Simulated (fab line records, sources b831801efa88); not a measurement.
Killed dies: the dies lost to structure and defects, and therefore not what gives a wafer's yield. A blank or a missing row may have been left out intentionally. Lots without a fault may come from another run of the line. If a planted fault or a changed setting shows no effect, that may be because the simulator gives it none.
fab line records    flow sfq-line
record: lots: 5  wafers: 23
route steps=325 shown I3@138 M4@156 M5@201 R5@220 C5@243 M6@258
start-h: hours from the record's opening day to when the first of the lot's shown wafers began    wait-h: how many hours have passed since the lot's step before this one    " unchanged from the row above    L1.1+2: one row covering several wafers at once    - no value present, or no start provided    * or withheld: withheld    < > ~ a bound
route shown NAME@n: names a module that has steps shown in the file, with the first one's number in the route    usual: average and standard deviation across the fault-free wafers    same: alike in all rows    chamber/n: place in a boat    sites: readings site by site    _std_site: the standard deviation of these    _edge_site: mean of outer sites minus mean of inner sites    radius-mm: for every site, how far away it sits from the centre of the wafer    mask NAME#n: copy n    behind: the last tool/chamber to shape the wafer    hold: the reason the lot was held/the length of the hold in hours/how it ended    device: whichever transistor did not switch (one of n, p or np)    end of line: the route-end tests of the same wafers    step lacking rows: just its recipe    killed: count of dies lost to structure and defects at first sort (not the wafer's yield)    map: a wafer's dies, marking killed ones x, the rest . and places with no die _
set.NAME: the setting that was run; set.NAME@STEP: the one run at that earlier step    model.NAME: the simulator's own value behind a step, which no gauge read
lots where settings were altered on purpose, with a table for each step and a row for each wafer
== steps ==
step: SFQ_TRILAYER_I3_VIA_LITHO_COAT_085
recipe: resist: KrF  spin-rpm: 3000  resist-thk-nm: 650
lot.wafer   tool            chamber  start-h  wait-h  set.resist-thk-nm  model.KrF_of_TRILAYER_I3_VIA_LITHO_COAT_085.thk-nm
L076.1      litho-track-02  0        1027.36  0.2     684.6              683.2
L076.2      "               0        "        "       684.6              686.2
L076.3      "               0        "        "       650                649.4
L076.4      "               0        "        "       650                649.2
L076.5      "               0        "        "       650                650.3
L077.1      litho-track-02  0        1048.44  0.2     650                650.6
L077.2      "               0        "        "       650                650.5
L077.4      "               0        "        "       650                649.6
L077.5      "               0        "        "       650                650.2
L077.6      "               0        "        "       650                652.7
L078.1+3+4  litho-track-02  0        1055.81  0.2     650                651.3
L078.2      "               0        "        "       650                650.1
L078.6      "               0        "        "       650                652.3
L082.2      litho-track-04  0        1244.41  0.2     650                652.7
L082.4      "               0        "        "       650                652.3
L082.6      "               0        "        "       650                649.6
L083.2      litho-track-02  0        1251.75  0.2     650                649.8
L083.3      "               0        "        "       661                660.4
L083.4      "               0        "        "       661                658.9
L083.5      "               0        "        "       650                647.9
L083.6      "               0        "        "       650                647.3
step: SFQ_TRILAYER_I3_VIA_LITHO_SOFTBAKE_089
recipe: temp-c: withheld  time-s: withheld  resist: KrF
step: SFQ_TRILAYER_I3_VIA_LITHO_EXPOSE_086
recipe: mask-id: I3  na: 0.6  source-shape: conventional  sigma-outer: 0.65  target-cd-nm: 500  dose-mj: 21.3
step: SFQ_TRILAYER_I3_VIA_LITHO_DEVELOP_087
recipe: time-s: 60  resist: KrF
step: SFQ_TRILAYER_I3_VIA_BARC_OPEN_VIA_ETCH_121
recipe: mask-material: PR  chemistry: O2  target-depth-nm: 125  target: BARC  source-w: 500  bias-w: 80  pressure-mtorr: 30  time-s: 41.7
lot.wafer  tool         chamber  start-h  wait-h  set.resist-thk-nm@TRILAYER_I3_VIA_LITHO_COAT_085  model.KrF_of_TRILAYER_I3_VIA_LITHO_COAT_085.thk-nm
L076.1     rie-diel-04  3        1167.15  0.0     684.6                                             606.6
L076.2     "            2        "        "       684.6                                             608.4
L076.3     "            1        "        "       650                                               572
L076.4+5   "            0,2      "        "       650                                               572.9
L077.1     rie-diel-03  0        1188.60  0.0     650                                               572.7
L077.2     "            3        "        "       650                                               574.9
L077.4     "            1        "        "       650                                               572.8
L077.5     "            1        "        "       650                                               573.3
L077.6     "            2        "        "       650                                               576.3
L078.1+2   rie-diel-03  1,3      1197.00  0.0     650                                               574.4
L078.3     "            0        "        "       650                                               573.7
L078.4     "            2        "        "       650                                               574.9
L078.6     "            3        "        "       650                                               576.9
L082.2     rie-diel-04  0        1375.08  0.0     650                                               576.6
L082.4     "            1        "        "       650                                               573.9
L082.6     "            2        "        "       650                                               572.2
L083.2     rie-diel-04  3        1382.28  0.0     650                                               573.5
L083.3     "            1        "        "       661                                               581.9
L083.4     "            2        "        "       661                                               582.3
L083.5     "            2        "        "       650                                               570.9
L083.6     "            3        "        "       650                                               571.2
step: SFQ_TRILAYER_M4_LITHO_PEB_096
recipe: peb-temp-c: 115  peb-time-s: 60  resist: KrF
lot.wafer       tool            chamber  start-h  wait-h  set.peb-temp-c
L076.1+2+3+4+5  litho-track-02  0        1308.36  1.0     115
L077.1+2        litho-track-01  0        1330.49  1.0     115
L077.4+5+6      "               0        "        "       111.4
L078.1+2        litho-track-02  0        1337.69  1.0     115
L078.3+4+6      "               0        "        "       117.6
L082.2+4+6      litho-track-02  0        1378.52  0.8     115
L083.2+3+4+5+6  litho-track-01  0        1385.48  0.8     115
step: SFQ_TRILAYER_M4_LITHO_DEVELOP_095
recipe: time-s: 60  resist: KrF
step: SFQ_TRILAYER_M4_BARC_OPEN_METAL_ETCH_123
recipe: mask-material: PR  chemistry: O2  target-depth-nm: 125  target: BARC  icp-w: 600  bias-w: 80  pressure-mtorr: 10  time-s: 41.7
lot.wafer  tool          chamber  start-h  wait-h  set.peb-temp-c@TRILAYER_M4_LITHO_PEB_096  model.M4.cd-nm
L076.1     rie-metal-01  0        1308.69  0.0     115                                       498.3
L076.2     "             1        "        "       115                                       500.7
L076.3     "             0        "        "       115                                       498.7
L076.4     "             1        "        "       115                                       498.8
L076.5     "             0        "        "       115                                       497.9
L077.1     rie-metal-01  0        1330.82  0.0     115                                       501
L077.2     "             1        "        "       115                                       503.2
L077.4     "             1        "        "       111.4                                     578.1
L077.5     "             1        "        "       111.4                                     576.8
L077.6     "             0        "        "       111.4                                     576
L078.1     rie-metal-02  1        1338.02  0.0     115                                       500.1
L078.2     "             0        "        "       115                                       498.5
L078.3     "             1        "        "       117.6                                     458.5
L078.4     "             0        "        "       117.6                                     456.2
L078.6     "             0        "        "       117.6                                     457.2
L082.2     rie-metal-02  0        1378.83  0.0     115                                       500.4
L082.4     "             1        "        "       115                                       503.4
L082.6     "             0        "        "       115                                       500.6
L083.2     rie-metal-02  1        1385.79  0.0     115                                       502
L083.3     "             0        "        "       115                                       500.1
L083.4     "             1        "        "       115                                       502.4
L083.5     "             0        "        "       115                                       500.3
L083.6     "             1        "        "       115                                       502.9
step: SFQ_TRILAYER_M5_LITHO_EXPOSE_124
recipe: mask-id: M5  na: 0.6  source-shape: conventional  sigma-outer: 0.65  target-cd-nm: 700  dose-mj: 14.4
lot.wafer       tool            chamber  start-h  wait-h  mask  set.dose-mj
L076.1+2+3+4+5  krf-scanner-02  0        1326.84  -       M5#0  14.4
L077.1+2+4+5+6  krf-scanner-01  0        1347.25  -       M5#0  14.4
L078.1+2+4      krf-scanner-01  0        -        -       M5#0  15.47
L078.3+6        "               0        "        "       M5#0  14.4
L082.2+4+6      krf-scanner-01  0        1534.22  -       M5#0  14.4
L083.2+4+5      krf-scanner-01  0        1535.42  -       M5#0  14.4
L083.3+6        "               0        "        "       M5#0  13.34
step: SFQ_TRILAYER_M5_LITHO_PEB_126
recipe: peb-temp-c: 115  peb-time-s: 60  resist: KrF
step: SFQ_TRILAYER_M5_LITHO_DEVELOP_125
recipe: time-s: 60  resist: KrF
step: SFQ_TRILAYER_M5_BARC_OPEN_METAL_ETCH_161
recipe: mask-material: PR  chemistry: O2  target-depth-nm: 125  target: BARC  icp-w: 600  bias-w: 80  pressure-mtorr: 10  time-s: 41.7
lot.wafer  tool          chamber  start-h  wait-h  set.dose-mj@TRILAYER_M5_LITHO_EXPOSE_124  model.M5.cd-nm
L076.1+3   rie-metal-03  1,0      1328.38  0.0     14.4                                      702.5
L076.2     "             0        "        "       14.4                                      702.8
L076.4     "             1        "        "       14.4                                      699.5
L076.5     "             1        "        "       14.4                                      702
L077.1     rie-metal-02  0        1348.78  0.0     14.4                                      701.3
L077.2     "             1        "        "       14.4                                      700.9
L077.4+5   "             1        "        "       14.4                                      700.6
L077.6     "             0        "        "       14.4                                      700.7
L078.1     rie-metal-01  1        1390.32  0.0     15.47                                     688.2
L078.2     "             0        "        "       15.47                                     690
L078.3     "             1        "        "       14.4                                      700.3
L078.4     "             0        "        "       15.47                                     688.8
L078.6     "             0        "        "       14.4                                      701.6
L082.2     rie-metal-03  0        1535.55  0.0     14.4                                      698.2
L082.4     "             0        "        "       14.4                                      697
L082.6     "             1        "        "       14.4                                      696.5
L083.2     rie-metal-02  0        1536.75  0.0     14.4                                      699.6
L083.3     "             1        "        "       13.34                                     710.7
L083.4     "             0        "        "       14.4                                      700.4
L083.5     "             1        "        "       14.4                                      698.5
L083.6     "             0        "        "       13.34                                     712.8
step: SFQ_TRILAYER_M5_ETCH_METAL_ETCH_126
recipe: target: Nb  stop-on: SiO2  mask-material: PR  over-etch-frac: 0.15  time-s: 203.2  chemistry: Cl2/BCl3  target-depth-nm: 265  icp-w: 600  bias-w: 80  pressure-mtorr: 10
lot.wafer  tool          chamber  start-h  wait-h  set.icp-w  set.dose-mj@TRILAYER_M5_LITHO_EXPOSE_124  model.M5.cd-nm
L076.1     rie-metal-03  1        1328.44  0.0     664.9      14.4                                      703.6
L076.2     "             0        "        "       600        14.4                                      703.8
L076.3     "             0        "        "       600        14.4                                      702
L076.4     "             1        "        "       600        14.4                                      702.1
L076.5     "             1        "        "       664.9      14.4                                      703.2
L077.1     rie-metal-02  0        1348.84  0.0     561.3      14.4                                      702.3
L077.2     "             1        "        "       561.3      14.4                                      703.8
L077.4     "             1        "        "       600        14.4                                      703.6
L077.5     "             1        "        "       600        14.4                                      703.3
L077.6     "             0        "        "       561.3      14.4                                      701.8
L078.1     rie-metal-01  1        1390.38  0.0     600        15.47                                     692.9
L078.2     "             0        "        "       659.2      15.47                                     691.7
L078.3     "             1        "        "       659.2      14.4                                      704.3
L078.4     "             0        "        "       600        15.47                                     690.5
L078.6     "             0        "        "       600        14.4                                      703.2
L082.2     rie-metal-03  0        1535.61  0.0     600        14.4                                      699.2
L082.4     "             0        "        "       600        14.4                                      699.1
L082.6     "             1        "        "       600        14.4                                      697.6
L083.2     rie-metal-02  0        1536.81  0.0     569.8      14.4                                      698.2
L083.3     "             1        "        "       569.8      13.34                                     714.9
L083.4     "             0        "        "       600        14.4                                      699.3
L083.5     "             1        "        "       569.8      14.4                                      702.1
L083.6     "             0        "        "       600        13.34                                     710.5
step: SFQ_TRILAYER_R5_LITHO_EXPOSE_137
recipe: mask-id: R5  na: 0.6  source-shape: conventional  sigma-outer: 0.65  target-cd-nm: 500  dose-mj: 14.4
lot.wafer   tool            chamber  start-h  wait-h  mask  set.dose-mj
L076.1+2+3  krf-scanner-02  0        1334.72  -       R5#0  14.95
L076.4+5    "               0        "        "       R5#0  14.4
L077.1+5    krf-scanner-02  0        1369.97  -       R5#0  14.4
L077.2+4+6  "               0        "        "       R5#0  14.72
L078.1+4    krf-scanner-02  0        1415.22  -       R5#0  15.24
L078.2+3+6  "               0        "        "       R5#0  14.4
L082.2+4+6  krf-scanner-02  0        1549.67  -       R5#0  14.4
L083.2+3+6  krf-scanner-02  0        1550.87  -       R5#0  14.94
L083.4+5    "               0        "        "       R5#0  14.4
step: SFQ_TRILAYER_R5_LITHO_PEB_139
recipe: peb-temp-c: 115  peb-time-s: 60  resist: KrF
step: SFQ_TRILAYER_R5_LITHO_DEVELOP_138
recipe: time-s: 60  resist: KrF
step: SFQ_TRILAYER_R5_BARC_OPEN_METAL_ETCH_177
recipe: mask-material: PR  chemistry: O2  target-depth-nm: 125  target: BARC  icp-w: 600  bias-w: 80  pressure-mtorr: 10  time-s: 41.7
lot.wafer  tool          chamber  start-h  wait-h  set.dose-mj@TRILAYER_R5_LITHO_EXPOSE_137  model.R5.cd-nm
L076.1     rie-metal-04  1        1336.25  0.0     14.95                                     493.5
L076.2     "             0        "        "       14.95                                     494.5
L076.3     "             1        "        "       14.95                                     493.2
L076.4     "             0        "        "       14.4                                      500.7
L076.5     "             0        "        "       14.4                                      501
L077.1     rie-metal-04  0        1371.51  0.0     14.4                                      501.2
L077.2     "             1        "        "       14.72                                     496.6
L077.4     "             0        "        "       14.72                                     498
L077.5     "             1        "        "       14.4                                      499.2
L077.6     "             0        "        "       14.72                                     496.5
L078.1     rie-metal-01  1        1416.75  0.0     15.24                                     488.8
L078.2     "             0        "        "       14.4                                      501.4
L078.3     "             0        "        "       14.4                                      500.8
L078.4     "             1        "        "       15.24                                     489.4
L078.6     "             1        "        "       14.4                                      500.5
L082.2     rie-metal-01  0        1551.00  0.0     14.4                                      497
L082.4     "             0        "        "       14.4                                      498.6
L082.6     "             1        "        "       14.4                                      498.4
L083.2     rie-metal-02  0        1552.20  0.0     14.94                                     494.8
L083.3     "             0        "        "       14.94                                     494
L083.4     "             1        "        "       14.4                                      499.1
L083.5     "             0        "        "       14.4                                      500.6
L083.6     "             1        "        "       14.94                                     494.7
step: SFQ_TRILAYER_R5_ETCH_METAL_ETCH_139
recipe: stop-on: SiO2  mask-material: PR  chemistry: Cl2  target-depth-nm: 60  icp-w: 600  bias-w: 80  pressure-mtorr: 10  time-s: 40
usual: oes-product-au: 0.990/0.0052
lot.wafer  tool          chamber  start-h  wait-h  set.time-s  set.dose-mj@TRILAYER_R5_LITHO_EXPOSE_137  oes-product-au  model.R5.cd-nm
L076.1     rie-metal-04  1        1336.31  0.0     40          14.95                                     0.992           493
L076.2     "             0        "        "       37.55       14.95                                     1.000           494
L076.3     "             1        "        "       37.55       14.95                                     1.006           492.7
L076.4     "             0        "        "       40          14.4                                      0.984           500.3
L076.5     "             0        "        "       40          14.4                                      0.997           500.6
L077.1     rie-metal-04  0        1371.57  0.0     42.44       14.4                                      0.970           500.5
L077.2     "             1        "        "       40          14.72                                     0.988           496.1
L077.4     "             0        "        "       42.44       14.72                                     0.981           497.4
L077.5     "             1        "        "       40          14.4                                      0.993           498.9
L077.6     "             0        "        "       40          14.72                                     0.984           495.7
L078.1     rie-metal-01  1        1416.81  0.0     45.12       15.24                                     0.964           487.9
L078.2     "             0        "        "       40          14.4                                      0.989           501
L078.3     "             0        "        "       45.12       14.4                                      0.965           500.5
L078.4     "             1        "        "       45.12       15.24                                     0.962           488.4
L078.6     "             1        "        "       40          14.4                                      0.989           499.7
L082.2     rie-metal-01  0        1551.06  0.0     40          14.4                                      0.990           496.8
L082.4     "             0        "        "       40          14.4                                      0.994           498
L082.6     "             1        "        "       40          14.4                                      0.993           497.9
L083.2     rie-metal-02  0        1552.26  0.0     40          14.94                                     0.984           494.5
L083.3     "             0        "        "       36.18       14.94                                     0.995           493.8
L083.4     "             1        "        "       36.18       14.4                                      1.002           498.7
L083.5     "             0        "        "       36.18       14.4                                      0.989           500.4
L083.6     "             1        "        "       40          14.94                                     0.989           494.6
step: SFQ_TRILAYER_C5_LITHO_EXPOSE_152
recipe: mask-id: C5  na: 0.6  source-shape: conventional  sigma-outer: 0.65  target-cd-nm: 500  dose-mj: 21.3
lot.wafer   tool            chamber  start-h  wait-h  mask  set.dose-mj
L076.1+2    krf-scanner-02  0        1518.69  -       C5#0  21.3
L076.3+4+5  "               0        "        "       C5#0  19.99
L077.1+6    krf-scanner-01  0        1520.82  -       C5#0  22.84
L077.2+4+5  "               0        "        "       C5#0  21.3
L078.1+2+6  krf-scanner-01  0        1522.02  -       C5#0  21.3
L078.3+4    "               0        "        "       C5#0  21.83
L082.2+4+6  krf-scanner-01  0        1647.64  -       C5#0  21.3
L083.2+5    krf-scanner-01  0        1656.04  -       C5#0  22.65
L083.3+4+6  "               0        "        "       C5#0  21.3
step: SFQ_TRILAYER_C5_LITHO_PEB_154
recipe: peb-temp-c: 115  peb-time-s: 60  resist: KrF
step: SFQ_TRILAYER_C5_LITHO_DEVELOP_153
recipe: time-s: 60  resist: KrF
step: SFQ_TRILAYER_C5_BARC_OPEN_VIA_ETCH_210
recipe: mask-material: PR  chemistry: O2  target-depth-nm: 125  target: BARC  source-w: 500  bias-w: 80  pressure-mtorr: 30  time-s: 41.7
lot.wafer  tool         chamber  start-h  wait-h  set.dose-mj@TRILAYER_C5_LITHO_EXPOSE_152  model.C5.cd-nm
L076.1     rie-diel-03  3        1520.25  0.0     21.3                                      498.8
L076.2     "            1        "        "       21.3                                      498.5
L076.3     "            2        "        "       19.99                                     491.2
L076.4     "            0        "        "       19.99                                     490.6
L076.5     "            2        "        "       19.99                                     490.5
L077.1     rie-diel-03  3        1522.35  0.0     22.84                                     509.1
L077.2     "            0        "        "       21.3                                      498.9
L077.4     "            2        "        "       21.3                                      500.6
L077.5     "            1        "        "       21.3                                      499
L077.6     "            2        "        "       22.84                                     513.6
L078.1     rie-diel-02  0        1523.55  0.0     21.3                                      504.2
L078.2     "            3        "        "       21.3                                      500.7
L078.3     "            1        "        "       21.83                                     505.7
L078.4     "            2        "        "       21.83                                     506.1
L078.6     "            1        "        "       21.3                                      503.1
L082.2     rie-diel-02  1        1648.98  0.0     21.3                                      500.5
L082.4     "            3        "        "       21.3                                      500.7
L082.6     "            0        "        "       21.3                                      499.6
L083.2     rie-diel-03  0        1657.38  0.0     22.65                                     509
L083.3     "            3        "        "       21.3                                      497.6
L083.4     "            2        "        "       21.3                                      498.4
L083.5     "            1        "        "       22.65                                     507.5
L083.6     "            2        "        "       21.3                                      498.8
step: SFQ_TRILAYER_C5_ETCH_VIA_ETCH_154
recipe: target: SiO2  mask-material: PR  chemistry: CHF3  target-depth-nm: 84  source-w: 500  bias-w: 80  pressure-mtorr: 30  time-s: withheld  stop-on: Nb
lot.wafer  tool         chamber  start-h  wait-h  set.dose-mj@TRILAYER_C5_LITHO_EXPOSE_152  model.C5.cd-nm
L076.1     rie-diel-03  3        1520.29  0.0     21.3                                      499.6
L076.2     "            1        "        "       21.3                                      498.2
L076.3     "            2        "        "       19.99                                     492
L076.4     "            0        "        "       19.99                                     489.4
L076.5     "            2        "        "       19.99                                     491.4
L077.1     rie-diel-03  3        1522.39  0.0     22.84                                     510
L077.2     "            0        "        "       21.3                                      497.9
L077.4     "            2        "        "       21.3                                      501.4
L077.5     "            1        "        "       21.3                                      498.8
L077.6     "            2        "        "       22.84                                     514
L078.1     rie-diel-02  0        1523.59  0.0     21.3                                      503.3
L078.2     "            3        "        "       21.3                                      500.3
L078.3     "            1        "        "       21.83                                     506.4
L078.4     "            2        "        "       21.83                                     507.4
L078.6     "            1        "        "       21.3                                      503.8
L082.2     rie-diel-02  1        1649.02  0.0     21.3                                      500.2
L082.4     "            3        "        "       21.3                                      500.9
L082.6     "            0        "        "       21.3                                      499.3
L083.2     rie-diel-03  0        1657.42  0.0     22.65                                     508.5
L083.3     "            3        "        "       21.3                                      498.6
L083.4     "            2        "        "       21.3                                      499.2
L083.5     "            1        "        "       22.65                                     508.4
L083.6     "            2        "        "       21.3                                      499
step: SFQ_TRILAYER_M6_LITHO_EXPOSE_160
recipe: mask-id: M6  na: 0.6  source-shape: conventional  sigma-outer: 0.65  target-cd-nm: 500  dose-mj: 14.4
lot.wafer   tool            chamber  start-h  wait-h  mask  set.dose-mj
L076.1+3    krf-scanner-01  0        1622.03  -       M6#0  14.4
L076.2+4+5  "               0        "        "       M6#0  13.4
L077.1+4+6  krf-scanner-02  0        1624.39  -       M6#0  15.22
L077.2+5    "               0        "        "       M6#0  14.4
L078.1+6    krf-scanner-02  0        1625.59  -       M6#0  14.4
L078.2+3+4  "               0        "        "       M6#0  13.84
L082.2+4+6  krf-scanner-02  0        1654.52  -       M6#0  14.4
L083.2+3    krf-scanner-02  0        1660.64  -       M6#0  14.4
L083.4+5+6  "               0        "        "       M6#0  15.15
step: SFQ_TRILAYER_M6_LITHO_PEB_162
recipe: peb-temp-c: 115  peb-time-s: 60  resist: KrF
step: SFQ_TRILAYER_M6_LITHO_DEVELOP_161
recipe: time-s: 60  resist: KrF
step: SFQ_TRILAYER_M6_BARC_OPEN_METAL_ETCH_206
recipe: mask-material: PR  chemistry: O2  target-depth-nm: 125  target: BARC  icp-w: 600  bias-w: 77.63  pressure-mtorr: 10  time-s: 41.7
lot.wafer   tool          chamber  start-h  wait-h  set.dose-mj@TRILAYER_M6_LITHO_EXPOSE_160  model.M6.cd-nm
L076.1      rie-metal-02  0        1623.57  0.0     14.4                                      499.7
L076.2      "             1        "        "       13.4                                      510
L076.3      "             1        "        "       14.4                                      498
L076.4      "             0        "        "       13.4                                      512.3
L076.5      "             1        "        "       13.4                                      509.6
L077.1+4+6  rie-metal-03  0,1,1    1625.93  0.0     15.22                                     490.9
L077.2      "             1        "        "       14.4                                      501.1
L077.5      "             0        "        "       14.4                                      500.1
L078.1      rie-metal-01  0        1627.13  0.0     14.4                                      498.5
L078.2      "             1        "        "       13.84                                     504.7
L078.3      "             0        "        "       13.84                                     505.6
L078.4      "             1        "        "       13.84                                     505.8
L078.6      "             0        "        "       14.4                                      499.4
L082.2      rie-metal-02  1        1655.85  0.0     14.4                                      498.7
L082.4      "             0        "        "       14.4                                      502.2
L082.6      "             0        "        "       14.4                                      502
L083.2      rie-metal-01  1        1662.00  0.0     14.4                                      498
L083.3      "             1        "        "       14.4                                      498.9
L083.4      "             1        "        "       15.15                                     488.4
L083.5      "             1        "        "       15.15                                     489.5
L083.6      "             1        "        "       15.15                                     489.9
step: SFQ_TRILAYER_M6_ETCH_METAL_ETCH_162
recipe: target: Nb  stop-on: SiO2  mask-material: PR  chemistry: Cl2/Ar  target-depth-nm: 240  icp-w: 600  bias-w: 80  pressure-mtorr: 10  time-s: 120
lot.wafer  tool          chamber  start-h  wait-h  set.dose-mj@TRILAYER_M6_LITHO_EXPOSE_160  model.M6.cd-nm
L076.1     rie-metal-02  0        1623.63  0.0     14.4                                      500.7
L076.2     "             1        "        "       13.4                                      509.8
L076.3     "             1        "        "       14.4                                      497.2
L076.4     "             0        "        "       13.4                                      514
L076.5     "             1        "        "       13.4                                      510
L077.1     rie-metal-03  0        1625.99  0.0     15.22                                     489.8
L077.2     "             1        "        "       14.4                                      497.8
L077.4     "             1        "        "       15.22                                     487.6
L077.5     "             0        "        "       14.4                                      499.5
L077.6     "             1        "        "       15.22                                     487.7
L078.1     rie-metal-01  0        1627.21  0.1     14.4                                      498.6
L078.2     "             1        "        "       13.84                                     508.3
L078.3     "             0        "        "       13.84                                     504.7
L078.4     "             1        "        "       13.84                                     508.9
L078.6     "             0        "        "       14.4                                      498.4
L082.2     rie-metal-02  1        1655.91  0.0     14.4                                      496.6
L082.4     "             0        "        "       14.4                                      502.9
L082.6     "             0        "        "       14.4                                      502.7
L083.2     rie-metal-01  1        1662.14  0.1     14.4                                      500.3
L083.3     "             1        "        "       14.4                                      500.1
L083.4     "             1        "        "       15.15                                     490.8
L083.5     "             1        "        "       15.15                                     491.7
L083.6     "             1        "        "       15.15                                     492.1
== key ==
split: step: SFQ_TRILAYER_I3_VIA_LITHO_COAT_085  setting: resist-thk-nm  stated: 650  by: wafer
response: step: SFQ_TRILAYER_I3_VIA_LITHO_COAT_085  reading: model.KrF_of_TRILAYER_I3_VIA_LITHO_COAT_085.thk-nm  change: +6.6  per: 1%  r: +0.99
response: step: SFQ_TRILAYER_I3_VIA_BARC_OPEN_VIA_ETCH_121  reading: model.KrF_of_TRILAYER_I3_VIA_LITHO_COAT_085.thk-nm  change: +6.52  per: 1%  r: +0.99
split: step: SFQ_TRILAYER_M4_LITHO_PEB_096  setting: peb-temp-c  stated: 115  by: wafer
response: step: SFQ_TRILAYER_M4_BARC_OPEN_METAL_ETCH_123  reading: model.M4.cd-nm  change: -22.1  per: 1%  r: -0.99
split: step: SFQ_TRILAYER_M5_LITHO_EXPOSE_124  setting: dose-mj  stated: 14.4  by: wafer
response: step: SFQ_TRILAYER_M5_BARC_OPEN_METAL_ETCH_161  reading: model.M5.cd-nm  change: -1.64  per: 1%  r: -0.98
response: step: SFQ_TRILAYER_M5_ETCH_METAL_ETCH_126  reading: model.M5.cd-nm  change: -1.68  per: 1%  r: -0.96
split: step: SFQ_TRILAYER_M5_ETCH_METAL_ETCH_126  setting: icp-w  stated: 600  by: wafer
response none clear
split: step: SFQ_TRILAYER_R5_LITHO_EXPOSE_137  setting: dose-mj  stated: 14.4  by: wafer
response: step: SFQ_TRILAYER_R5_BARC_OPEN_METAL_ETCH_177  reading: model.R5.cd-nm  change: -1.82  per: 1%  r: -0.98
response: step: SFQ_TRILAYER_R5_ETCH_METAL_ETCH_139  reading: model.R5.cd-nm  change: -1.87  per: 1%  r: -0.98
split: step: SFQ_TRILAYER_R5_ETCH_METAL_ETCH_139  setting: time-s  stated: 40  by: wafer
response: step: SFQ_TRILAYER_R5_ETCH_METAL_ETCH_139  reading: oes-product-au  change: -0.00172  per: 1%  r: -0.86
split: step: SFQ_TRILAYER_C5_LITHO_EXPOSE_152  setting: dose-mj  stated: 21.3  by: wafer
response: step: SFQ_TRILAYER_C5_BARC_OPEN_VIA_ETCH_210  reading: model.C5.cd-nm  change: +1.51  per: 1%  r: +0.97
response: step: SFQ_TRILAYER_C5_ETCH_VIA_ETCH_154  reading: model.C5.cd-nm  change: +1.55  per: 1%  r: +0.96
split: step: SFQ_TRILAYER_M6_LITHO_EXPOSE_160  setting: dose-mj  stated: 14.4  by: wafer
response: step: SFQ_TRILAYER_M6_BARC_OPEN_METAL_ETCH_206  reading: model.M6.cd-nm  change: -1.71  per: 1%  r: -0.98
response: step: SFQ_TRILAYER_M6_ETCH_METAL_ETCH_162  reading: model.M6.cd-nm  change: -1.82  per: 1%  r: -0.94
